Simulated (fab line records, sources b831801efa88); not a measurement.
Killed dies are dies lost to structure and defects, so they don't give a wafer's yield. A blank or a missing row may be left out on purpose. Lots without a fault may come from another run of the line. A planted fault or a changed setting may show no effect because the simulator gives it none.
A struck lot beside a sound one | flow sfq_line | 42 steps out of a route of 325
Sound: wafers L168.1, L168.2, L168.4. Struck: wafers L175.2, L175.3, L175.6. The cause comes at the end.
At each step with rows: each side's tool, then ch and its chambers, then its first start. Under that, the readings that differ: sound wafers | struck wafers | difference of the means | sigmas: that difference in standard deviations of wafers without a fault.
alike: readings whose means differ by less than 2 such deviations, and words and numbers that are the same on both sides. not compared: withheld readings, readings that some wafer has no value for, bounds like >300 that may hide the same value, and numbers for which the record gives no deviation and whose values overlap.
The two part at a step that has a row with sigmas, a row that says differs or no value, or rows on one side only. Numbers that don't overlap but have no deviation are shown without sigmas and don't part them. A reading that every wafer of one side lacks parts them only if that side has two wafers or more.

first, 3 steps without rows for these wafers: SFQ_TRILAYER_I4_VIA_LITHO_EXPOSE_104 (exposes mask I4, target cd 700 nm); SFQ_TRILAYER_I4_VIA_LITHO_PEB_106 (peb time 60 s); SFQ_TRILAYER_I4_VIA_LITHO_DEVELOP_105 (time 60 s).
SFQ_I4_OVL_MEAS_928:
  sound on overlay-01, day 62 15:04; struck on overlay-02, day 64 17:23
  alike: I4_OVL
SFQ_TRILAYER_I4_VIA_BARC_OPEN_VIA_ETCH_146: etches BARC in O2, target depth 125 nm, time 41.7 s.
  sound on rie_diel-04 ch 0,2,3, day 62 15:07; struck on rie_diel-04 ch 1,3, day 64 17:25
  alike: drypump_motor_current_A, oes_product_au
  not compared: rf_hours_counter_h
then, 7 steps without rows for these wafers: SFQ_TRILAYER_I4_VIA_ETCH_VIA_ETCH_106 (etches SiO2 in CHF3, stops on Nb, target depth 260 nm); SFQ_TRILAYER_I4_VIA_STRIP_STRIP_107 (strips in O2); SFQ_TRILAYER_I4_VIA_STRIP_SOLV_CLEAN_108 (cleans in NMP, time 600 s); SFQ_TRILAYER_JJ_TRILAYER_DEP_PRE_CLEAN_113 (time 22.5 s); SFQ_TRILAYER_JJ_TRILAYER_DEP_SPUTTER_109 (material Nb, target thk 150 nm, time 100 s); SFQ_TRILAYER_JJ_TRILAYER_DEP_SPUTTER_110 (material Al, target thk 8 nm, time 10 s); SFQ_TRILAYER_JJ_TRILAYER_DEP_AL_OXIDATION_111 (oxidation time 600 s).
SFQ_TRILAYER_JJ_TRILAYER_DEP_SPUTTER_112: material Nb, target thk 170 nm, time 113.3 s.
  sound on pvd_sputter-03, day 62 17:10; struck on pvd_sputter-06, day 64 19:29
  reading                                                      | sound           | struck            | difference | sigmas
  model.Nb_of_TRILAYER_JJ_TRILAYER_DEP_SPUTTER_112.thk_nm (nm) | 171.4 172 172.4 | 245.3 247.5 246.2 | +74.4      |
  alike: throttle_valve_pct
SFQ_JJ_RS_MEAS_929: measures by four-point-probe.
  sound on film_metro-01, day 62 17:14; struck on film_metro-02, day 64 19:35
  reading           | sound             | struck            | difference | sigmas
  JJ_NB_RS (ohm/sq) | 1.042 1.042 1.037 | 0.723 0.718 0.721 | -0.320     | -27
then, 6 steps without rows for these wafers: SFQ_TRILAYER_JJ_CE_LITHO_COAT_119 (resist thk 62 nm); SFQ_TRILAYER_JJ_CE_LITHO_COAT_114 (resist thk 600 nm); SFQ_TRILAYER_JJ_CE_LITHO_SOFTBAKE_118; SFQ_TRILAYER_JJ_CE_LITHO_EXPOSE_115 (exposes mask J5, target cd 700 nm); SFQ_TRILAYER_JJ_CE_LITHO_PEB_117 (peb time 60 s); SFQ_TRILAYER_JJ_CE_LITHO_DEVELOP_116 (time 60 s).
SFQ_JJ_OVL_MEAS_931:
  sound on overlay-01, day 62 19:40; struck on overlay-02, day 64 22:00
  alike: J5_OVL
SFQ_TRILAYER_JJ_CE_METRO_MEASURE_117:
  sound on cd_sem-02, day 62 19:42; struck on cd_sem-01, day 64 22:14
  alike: cd_nm
then, 1 step without rows for these wafers: SFQ_TRILAYER_JJ_CE_BARC_OPEN_RIE_150 (chemistry O2, target BARC, target depth 240 nm, time 80 s).
SFQ_TRILAYER_JJ_CE_ETCH_RIE_118: chemistry SF6, target Nb, stops on Al2O3, time 97.7 s, target depth 170 nm.
  sound on rie_metal-04 ch 0,1, day 62 20:59; struck on rie_metal-04 ch 0,1, day 64 23:19
  reading               | sound             | struck            | difference | sigmas
  oes_product_au (a.u.) | 0.991 0.993 0.997 | 1.015 1.011 1.009 | +0.018     | +3
  alike: drypump_motor_current_A
  not compared: rf_hours_counter_h
then, 9 steps without rows for these wafers: SFQ_TRILAYER_JJ_ANODIZE_ANODIZE_119; SFQ_TRILAYER_JJ_CE_STRIP_STRIP_120 (strips in O2); SFQ_TRILAYER_JJ_CE_STRIP_SOLV_CLEAN_121 (cleans in NMP, time 600 s); SFQ_TRILAYER_M5_LITHO_COAT_128 (resist thk 62 nm); SFQ_TRILAYER_M5_LITHO_COAT_123 (resist thk 600 nm); SFQ_TRILAYER_M5_LITHO_SOFTBAKE_127; SFQ_TRILAYER_M5_LITHO_EXPOSE_124 (exposes mask M5, target cd 700 nm); SFQ_TRILAYER_M5_LITHO_PEB_126 (peb time 60 s); SFQ_TRILAYER_M5_LITHO_DEVELOP_125 (time 60 s).
-- the record jumps here: 4 days lie between the struck wafers' starts before and after --
SFQ_M5_OVL_MEAS_932:
  sound on overlay-02, day 67 13:13; struck on overlay-01, day 69 01:13
  alike: M5_OVL
then, 4 steps without rows for these wafers: SFQ_TRILAYER_M5_BARC_OPEN_METAL_ETCH_161 (etches BARC in O2, target depth 125 nm, time 41.7 s); SFQ_TRILAYER_M5_ETCH_METAL_ETCH_126 (etches Nb in Cl2/BCl3, stops on SiO2, time 203.2 s, target depth 265 nm); SFQ_TRILAYER_M5_STRIP_STRIP_127 (strips in O2); SFQ_TRILAYER_M5_STRIP_SOLV_CLEAN_128 (cleans in NMP, time 600 s).
SFQ_TRILAYER_A5B_DEP_PECVD_129: deposits SiO2 from SiH4/N2O, time 133.33 s, target thk 600 nm.
  sound on pecvd-03 ch 0,1,2, day 67 14:17; struck on pecvd-04 ch 0,1,2, day 69 02:17
  alike: heater_power_w, throttle_valve_pct
SFQ_TRILAYER_A5B_CMP_CMP_130: polishes, stops on Nb, target thk 340.7 nm.
  sound on cmp-02 ch 0,1,3, day 67 20:13; struck on cmp-02 ch 0,1,2, day 69 04:42
  alike: motor_current_A
SFQ_TRILAYER_A5B_METRO_MEASURE_131:
  sound on film_metro-04, day 67 23:13; struck on film_metro-04, day 69 07:54
  alike: thk_nm
-- the record jumps here: 4 days lie between the struck wafers' starts before and after --
SFQ_TRILAYER_R5_ETCH_METAL_ETCH_139: etches the open film in Cl2, stops on SiO2, target depth 60 nm, time 40 s.
  sound on rie_metal-04 ch 0,1, day 72 12:10; struck on rie_metal-01 ch 0,1, day 73 04:58
  reading                                                      | sound             | struck            | difference | sigmas
  drypump_motor_current_A (A)                                  | 6.5 6.6 6.5       | 5.6 5.6 5.4       | -1.0       | -2
  model.Nb_of_TRILAYER_JJ_TRILAYER_DEP_SPUTTER_112.thk_nm (nm) | 161.3 161.9 162.4 | 235.3 237.5 236.2 | +74.5      |
  alike: oes_product_au
  not compared: rf_hours_counter_h

WHERE THEY PART
First at SFQ_JJ_RS_MEAS_929; last, within this record, at SFQ_TRILAYER_R5_ETCH_METAL_ETCH_139.

WHY: what the simulator had put in
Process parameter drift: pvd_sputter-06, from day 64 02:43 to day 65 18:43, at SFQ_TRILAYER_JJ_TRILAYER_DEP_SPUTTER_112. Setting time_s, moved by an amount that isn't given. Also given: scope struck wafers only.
